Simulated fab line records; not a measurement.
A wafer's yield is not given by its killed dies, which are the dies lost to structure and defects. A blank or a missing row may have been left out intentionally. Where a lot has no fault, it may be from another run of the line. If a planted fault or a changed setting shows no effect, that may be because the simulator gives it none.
Which of the tools did it? || flow gf180mcu || 12 lots with 36 wafers sampled at 3 steps, on a route of 602 steps

## WHAT THE GAUGES READ, wafer by wafer
GF_V4_RS_MEAS_24: a four-point-probe measurement.
{"lot": "L557", "measured": "day 24 04:02", "on": "filmMetro-03", "V4_W_RS (ohm/sq)": "0.328 0.327 0.332"}
{"lot": "L559", "measured": "day 24 20:08", "on": "filmMetro-03", "V4_W_RS (ohm/sq)": "0.328 0.332 0.327"}
{"lot": "L560", "measured": "day 25 06:02", "on": "filmMetro-04", "V4_W_RS (ohm/sq)": "0.323 0.335 0.333"}
{"lot": "L562", "measured": "day 26 00:01", "on": "filmMetro-03", "V4_W_RS (ohm/sq)": "0.326 0.331 0.329"}
{"lot": "L563", "measured": "day 26 09:03", "on": "filmMetro-03", "V4_W_RS (ohm/sq)": "0.331 0.333 0.333"}
{"lot": "L564", "measured": "day 26 13:35", "on": "filmMetro-04", "V4_W_RS (ohm/sq)": "0.327 0.328 0.328"}
{"lot": "L567", "measured": "day 27 23:20", "on": "filmMetro-03", "V4_W_RS (ohm/sq)": "0.331 0.325 0.322"}
{"lot": "L569", "measured": "day 28 14:40", "on": "filmMetro-04", "V4_W_RS (ohm/sq)": "0.329 0.336 0.326"}
{"lot": "L573", "measured": "day 29 15:28", "on": "filmMetro-04", "V4_W_RS (ohm/sq)": "0.333 0.328 0.330"}
{"lot": "L574", "measured": "day 29 21:55", "on": "filmMetro-03", "V4_W_RS (ohm/sq)": "0.325 0.336 0.328"}
{"lot": "L578", "measured": "day 31 03:27", "on": "filmMetro-02", "V4_W_RS (ohm/sq)": "0.322 0.329 0.322"}
{"lot": "L580", "measured": "day 31 11:48", "on": "filmMetro-03", "V4_W_RS (ohm/sq)": "0.328 0.330 0.330"}

## TOOL THAT RAN EACH LOT (tool first, then ch and the chambers of the sampled wafers, then the start)
{"lot": "L557", "GF_V4_ETCH_16": "rieDiel-04 ch 1,2,3, day 24 03:02", "GF_V4_ETCH_17": "rieDiel-04 ch 1,2,3, day 24 04:02 or earlier"}
{"lot": "L559", "GF_V4_ETCH_16": "rieDiel-02 ch 1,3, day 24 19:13", "GF_V4_ETCH_17": "rieDiel-02 ch 1,3, day 24 20:08 or earlier"}
{"lot": "L560", "GF_V4_ETCH_16": "rieDiel-02 ch 0,1, day 25 05:02", "GF_V4_ETCH_17": "rieDiel-02 ch 0,1, day 25 06:02 or earlier"}
{"lot": "L562", "GF_V4_ETCH_16": "rieDiel-02 ch 1,2, day 25 23:01", "GF_V4_ETCH_17": "rieDiel-02 ch 1,2, day 26 00:01 or earlier"}
{"lot": "L563", "GF_V4_ETCH_16": "rieDiel-01 ch 2,3, day 26 08:10", "GF_V4_ETCH_17": "rieDiel-01 ch 2,3, day 26 09:03 or earlier"}
{"lot": "L564", "GF_V4_ETCH_16": "rieDiel-04 ch 1,2,3, day 26 12:40", "GF_V4_ETCH_17": "rieDiel-04 ch 1,2,3, day 26 13:35 or earlier"}
{"lot": "L567", "GF_V4_ETCH_16": "rieDiel-04 ch 1,2,3, day 27 22:28", "GF_V4_ETCH_17": "rieDiel-04 ch 1,2,3, day 27 23:20 or earlier"}
{"lot": "L569", "GF_V4_ETCH_16": "rieDiel-04 ch 0,1,2, day 28 13:41", "GF_V4_ETCH_17": "rieDiel-04 ch 0,1,2, day 28 14:40 or earlier"}
{"lot": "L573", "GF_V4_ETCH_16": "rieDiel-04 ch 0,1,3, day 29 14:31", "GF_V4_ETCH_17": "rieDiel-04 ch 0,1,3, day 29 15:28 or earlier"}
{"lot": "L574", "GF_V4_ETCH_16": "rieDiel-04 ch 0,1, day 29 21:01", "GF_V4_ETCH_17": "rieDiel-04 ch 0,1, day 29 21:55 or earlier"}
{"lot": "L578", "GF_V4_ETCH_16": "rieDiel-02 ch 0,1,3, day 31 02:33", "GF_V4_ETCH_17": "rieDiel-02 ch 0,1,3, day 31 03:27 or earlier"}
{"lot": "L580", "GF_V4_ETCH_16": "rieDiel-01 ch 0,2,3, day 31 10:55", "GF_V4_ETCH_17": "rieDiel-01 ch 0,2,3, day 31 11:48 or earlier"}
- GF_V4_ETCH_16: etches BARC in N2/H2.
- GF_V4_ETCH_17: etches SiO2 in C4F8/O2/Ar, stops on TiN, target depth 630 nm.

## AS READ BY THE TOOLS THEMSELVES (means over the sampled wafers that have a number; for cases with no such wafer, the mark the record gives instead)
GF_V4_ETCH_16.
{"lot": "L557", "tool": "rieDiel-04", "drypumpMotorCurrentA (A)": 5.6, "oesProductAu (a.u.)": 0.853, "rfFwdPowerW (W)": 492.0, "throttleValvePct (%)": 13.226}
{"lot": "L559", "tool": "rieDiel-02", "drypumpMotorCurrentA (A)": 5.0, "oesProductAu (a.u.)": 0.852, "rfFwdPowerW (W)": 495.4, "throttleValvePct (%)": 13.229}
{"lot": "L560", "tool": "rieDiel-02", "drypumpMotorCurrentA (A)": 5.4, "oesProductAu (a.u.)": 0.853, "rfFwdPowerW (W)": 495.6, "throttleValvePct (%)": 13.216}
{"lot": "L562", "tool": "rieDiel-02", "drypumpMotorCurrentA (A)": 5.6, "oesProductAu (a.u.)": 0.853, "rfFwdPowerW (W)": 497.0, "throttleValvePct (%)": 13.228}
{"lot": "L563", "tool": "rieDiel-01", "drypumpMotorCurrentA (A)": 6.0, "oesProductAu (a.u.)": 0.856, "rfFwdPowerW (W)": 495.5, "throttleValvePct (%)": 13.223}
{"lot": "L564", "tool": "rieDiel-04", "drypumpMotorCurrentA (A)": 5.6, "oesProductAu (a.u.)": 0.853, "rfFwdPowerW (W)": 493.3, "throttleValvePct (%)": 13.223}
{"lot": "L567", "tool": "rieDiel-04", "drypumpMotorCurrentA (A)": 5.6, "oesProductAu (a.u.)": 0.855, "rfFwdPowerW (W)": 493.3, "throttleValvePct (%)": 13.225}
{"lot": "L569", "tool": "rieDiel-04", "drypumpMotorCurrentA (A)": 5.9, "oesProductAu (a.u.)": 0.853, "rfFwdPowerW (W)": 495.9, "throttleValvePct (%)": 13.232}
{"lot": "L573", "tool": "rieDiel-04", "drypumpMotorCurrentA (A)": 5.6, "oesProductAu (a.u.)": 0.857, "rfFwdPowerW (W)": 495.7, "throttleValvePct (%)": 13.225}
{"lot": "L574", "tool": "rieDiel-04", "drypumpMotorCurrentA (A)": 5.9, "oesProductAu (a.u.)": 0.855, "rfFwdPowerW (W)": 494.4, "throttleValvePct (%)": 13.227}
{"lot": "L578", "tool": "rieDiel-02", "drypumpMotorCurrentA (A)": 5.5, "oesProductAu (a.u.)": 0.854, "rfFwdPowerW (W)": 494.2, "throttleValvePct (%)": 13.220}
{"lot": "L580", "tool": "rieDiel-01", "drypumpMotorCurrentA (A)": 6.3, "oesProductAu (a.u.)": 0.857, "rfFwdPowerW (W)": 495.6, "throttleValvePct (%)": 13.228}

GF_V4_ETCH_17.
{"lot": "L557", "tool": "rieDiel-04", "oesProductAu (a.u.)": 0.860, "rfFwdPowerW (W)": 1493}
{"lot": "L559", "tool": "rieDiel-02", "oesProductAu (a.u.)": 0.858, "rfFwdPowerW (W)": 1491}
{"lot": "L560", "tool": "rieDiel-02", "oesProductAu (a.u.)": 0.860, "rfFwdPowerW (W)": 1496}
{"lot": "L562", "tool": "rieDiel-02", "oesProductAu (a.u.)": 0.857, "rfFwdPowerW (W)": 1488}
{"lot": "L563", "tool": "rieDiel-01", "oesProductAu (a.u.)": 0.853, "rfFwdPowerW (W)": 1492}
{"lot": "L564", "tool": "rieDiel-04", "oesProductAu (a.u.)": 0.853, "rfFwdPowerW (W)": 1489}
{"lot": "L567", "tool": "rieDiel-04", "oesProductAu (a.u.)": 0.858, "rfFwdPowerW (W)": 1492}
{"lot": "L569", "tool": "rieDiel-04", "oesProductAu (a.u.)": 0.852, "rfFwdPowerW (W)": 1495}
{"lot": "L573", "tool": "rieDiel-04", "oesProductAu (a.u.)": 0.858, "rfFwdPowerW (W)": 1494}
{"lot": "L574", "tool": "rieDiel-04", "oesProductAu (a.u.)": 0.850, "rfFwdPowerW (W)": 1493}
{"lot": "L578", "tool": "rieDiel-02", "oesProductAu (a.u.)": 0.855, "rfFwdPowerW (W)": 1493}
{"lot": "L580", "tool": "rieDiel-01", "oesProductAu (a.u.)": 0.857, "rfFwdPowerW (W)": 1494}

## THE ANSWER, worked out from the rows above alone
Rule: the usual values come from the lots themselves. Put in order of their means at a reading, lots are off if they are a third of the lots or fewer, leave a main group of 4 or more, and stand apart from it by a gap of 3 or more times the standard deviation of the main group's means; of several such gaps the widest counts. A main group is skipped when, at the precision printed for the reading in the tables above, its means are all equal. A lot without any number at a reading at which 4 lots or more have one is off too. Where the step has rows for the other lots, those lots are counted as sound. First the gauges in route order, then the tools' own readings, where a lot's mean is used as printed above. The first step at which some lot is off is used, and at that step the reading that is off furthest; a lot without a number counts as furthest.
Nothing can be told from this: no lot is off at any reading shown.

## WHAT THE SIMULATOR PUT IN
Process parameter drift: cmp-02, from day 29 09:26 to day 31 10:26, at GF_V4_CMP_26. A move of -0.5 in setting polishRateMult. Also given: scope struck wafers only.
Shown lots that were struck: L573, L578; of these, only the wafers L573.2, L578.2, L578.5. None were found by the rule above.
